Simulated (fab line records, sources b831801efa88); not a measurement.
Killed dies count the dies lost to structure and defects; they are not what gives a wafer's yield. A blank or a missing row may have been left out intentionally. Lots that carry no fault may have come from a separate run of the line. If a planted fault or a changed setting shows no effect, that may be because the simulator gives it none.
Struck lot and sound lot, side by side -- flow sky130 -- 23 steps out of a route of 708
Sound: wafers L988.2, L988.3, L988.5. Wafers struck: L986.1, L986.2, L986.3. Last of all comes the cause.
At each step with rows: each side's tool, then ch and its chambers, then its first start. Under that, the readings that differ: sound wafers -- struck wafers -- difference of the means -- sigmas: that difference in standard deviations of wafers without a fault.
alike: readings whose means differ by less than 2 such deviations, and words and numbers that are the same on both sides. not compared: withheld readings, readings that some wafer has no value for, bounds like >300 that may hide the same value, and numbers for which the record gives no deviation and whose values overlap.
Wherever a step has rows on one side only, a row that says differs or no value, or a row with sigmas, the two part there. When numbers do not overlap yet have no deviation, they are printed without sigmas and do not part them. Lack of a reading on every wafer of one side parts them only where that side has two or more wafers.

first, 4 steps without rows for these wafers: SKY_PWDE_SOFTBAKE_03; SKY_PWDE_EXPOSE_04 (exposes mask PWDEM, target cd 840 nm); SKY_PWDE_PEB_05; SKY_PWDE_DEVELOP_06 (develop time 60 s).
SKY_PWDE_OVL_MEAS_07:
  sound: overlay-02 at day 5 01:36; struck: overlay-01 at day 4 19:00
  alike: PWDE_OVL
following that, these wafers have no rows for 1 step: SKY_PWDE_IMPLANT_08.
SKY_PWDE_STRIP_09: strips in O2/N2.
  sound on plasma asher-02 ch 0,1, day 5 01:47; struck on plasma asher-01 ch 0,1, day 4 19:11
  alike: drypump motor current A, oes product au, strip time to endpoint s
  not compared: rf hours counter h
SKY_PWDE_TW_MEAS_10:
  sound: film metro-04 at day 5 01:53; struck: film metro-04 at day 4 19:17
  alike: PWDE_TW
then, 4 steps without rows for these wafers: SKY_NWELL_DEHYDRATE_03 (time 60 s); SKY_NWELL_HMDS_04 (prime time 60 s); SKY_NWELL_COAT_05 (resist thk 3000 nm); SKY_NWELL_SOFTBAKE_06.
SKY_NWELL_EXPOSE_07: exposes mask NWM, target cd 840 nm.
  sound on iline stepper-02 ch 0, day 5 11:38; struck on iline stepper-02 ch 0, day 5 05:08
reading,sound,struck,difference,sigmas
mask,NWM#0 NWM#0 NWM#0,HVTPM#0 HVTPM#0 HVTPM#0,differs,
then, 2 steps without rows for these wafers: SKY_NWELL_PEB_08; SKY_NWELL_DEVELOP_09 (develop time 60 s).
SKY_NWELL_OVL_MEAS_10:
  sound: overlay-02 at day 5 20:50; struck: overlay-01 at day 5 14:35
reading,sound,struck,difference,sigmas
NWELL_00_OVL (nm),2.3 0.7 0.5,- - -,no value on the struck wafers,
then, 3 steps without rows for these wafers: SKY_NWELL_IMPLANT_11; SKY_NWELL_IMPLANT_12; SKY_NWELL_IMPLANT_13.
SKY_NWELL_STRIP_14: strips in O2/N2.
  sound on plasma asher-01 ch 0, day 5 21:19; struck on plasma asher-01 ch 0,1, day 5 15:07
reading,sound,struck,difference,sigmas
strip time to endpoint s (s),36.88 36.82 36.79,37.00 37.13 37.10,+0.25,+2
  alike: drypump motor current A, oes product au
  not compared: rf hours counter h
SKY_NWELL_TW_MEAS_15:
  sound: film metro-04 at day 5 21:26; struck: film metro-04 at day 5 15:13
reading,sound,struck,difference,sigmas
NWELL_TW,1818 1819 1826,30 30 30,-1791,-94
then, 1 step without rows for these wafers: SKY_NWELL_DEHYDRATE_16 (time 60 s).
-- the record jumps here: 41 days lie between the struck wafers' starts before and after (it left off in module NWELL and takes up again in module PAD_OPEN, whose first step shown is number 708 of the route) --
SKY_PAD_OPEN_PROBE_99:
  only the struck wafers here have rows in the record (prober-01, day 47 01:13); the sound ones have none

## WHERE THEY PART
Earliest at SKY_NWELL_EXPOSE_07; latest, in this record, at SKY_PAD_OPEN_PROBE_99.

WHY: the cause the simulator had injected
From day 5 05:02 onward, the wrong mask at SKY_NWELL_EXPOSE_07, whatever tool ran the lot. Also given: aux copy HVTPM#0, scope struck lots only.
